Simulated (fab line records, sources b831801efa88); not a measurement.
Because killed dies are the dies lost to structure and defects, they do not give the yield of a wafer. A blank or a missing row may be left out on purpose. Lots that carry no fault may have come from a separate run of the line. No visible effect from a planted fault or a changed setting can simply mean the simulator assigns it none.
Code-filled problem report in 8D (eight disciplines) form :: flow sky130 :: the parts of the form that need people (team, actions taken, sign-off) are left out

1. PROBLEM STATEMENT
Wafers free of any fault read 0.4 nm (standard deviation 1.5) for SD_N_OVL at SKY_SD_N_OVL_MEAS_08, against a mean of 213.4 nm on 6 wafers of 2 lots. That is +99 or more standard deviations from the usual mean.
First seen on wafer L296.2, day 31 09:50, on overlay-01. Wafers with a number at this step in the record: 27, from 9 lots. Rule for "out" (also "out of limits"): further than 4 standard deviations from the usual mean. The rest of the wafers with a number are treated as sound.

2. WHAT THIS IS AND IS NOT
question: which readings at this step
is: SD_N_OVL
is not: -

question: which lots
is: L295, L296
is not: L286, L287, L288, L289, L290, L301, L303

question: which wafers of those lots
is: all that have a number
is not: -

question: read on which gauges
is: overlay-01, overlay-02
is not: -

question: when
is: from day 31 09:50
is not: up to then (15 sound wafers); but 6 sound wafers of L301, L303 came after

3. SUSPECTS, AND WHAT RULES EACH OUT
Counting: a tool stays on the suspect list if, at a process step up to the reading, it processed all lots that are out and no sound lot following the first of them.
- the gauge at SKY_SD_N_OVL_MEAS_08 has been ruled out. 2 gauges (overlay-01, overlay-02) read the wafers that are out.
- iline stepper-02 at SKY_SD_N_EXPOSE_04 (exposes mask NSDM, target cd 380 nm): kept. It processed each lot that is out, first L296 at day 30 20:05, and no sound lot thereafter; up to then, the last sound lot it processed was L290 at day 29 00:17.
The count leaves iline stepper-02 at SKY_SD_N_EXPOSE_04.

4. THE CAUSE (what the simulator had put in)
Scanner matching overlay: iline stepper-02, from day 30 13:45 on, at SKY_SD_N_EXPOSE_04. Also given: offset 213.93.
The count eliminated every tool but this one.

5. SEQUENCE OF EFFECTS, ordered by route
Each row: a reading whose mean over the struck wafers that have a number lies more than 3 standard deviations from the usual. Only readings whose record carries a usual standard deviation are examined. hours: median over the lots of the time between each lot's start at the first step of this table that gives one and its start at this step. sigmas: the change, counted in usual standard deviations.
hours: 0
step: SKY_SD_N_OVL_MEAS_08
reading: SD_N_OVL
usual: 0.4 nm
on struck wafers: 213.4
change: +213.0
sigmas: +99 or more

hours: 409
step: SKY_PAD_OPEN_PROBE_99
reading: killed at front end
usual: 14
on struck wafers: 421
change: +407
sigmas: +99 or more

hours: 409
step: SKY_PAD_OPEN_PROBE_99
reading: killed dies
usual: 87
on struck wafers: 492
change: +405
sigmas: +43

hours: 409
step: SKY_PAD_OPEN_PROBE_99
reading: killed on rim
usual: 17
on struck wafers: 96
change: +79
sigmas: +21
The process steps in it:
- SKY_PAD_OPEN_PROBE_99
Later steps that measure or inspect, where all struck wafers having a row at the step show a number for every such reading and not one has moved that far: SKY_LOCAL_INTERCONNECT_THK_MEAS_02, SKY_CONTACT_CD_MEAS_14.

6. HOW IT WOULD HAVE BEEN CAUGHT EARLIER
20 hours passed between the start of the fault at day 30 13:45 and the first reading out of limits at a measuring or inspecting step in this record, taken at day 31 09:50.
An alarm limit of 4 standard deviations would not have fired on the tool readings at SKY_SD_N_EXPOSE_04 for which the record gives a usual standard deviation, since none of them was out on any struck wafer.
All the lots that are out (2) had begun SKY_SD_N_EXPOSE_04 on iline stepper-02 by day 31 09:50. Holding the tool at that point would not have protected any of them.
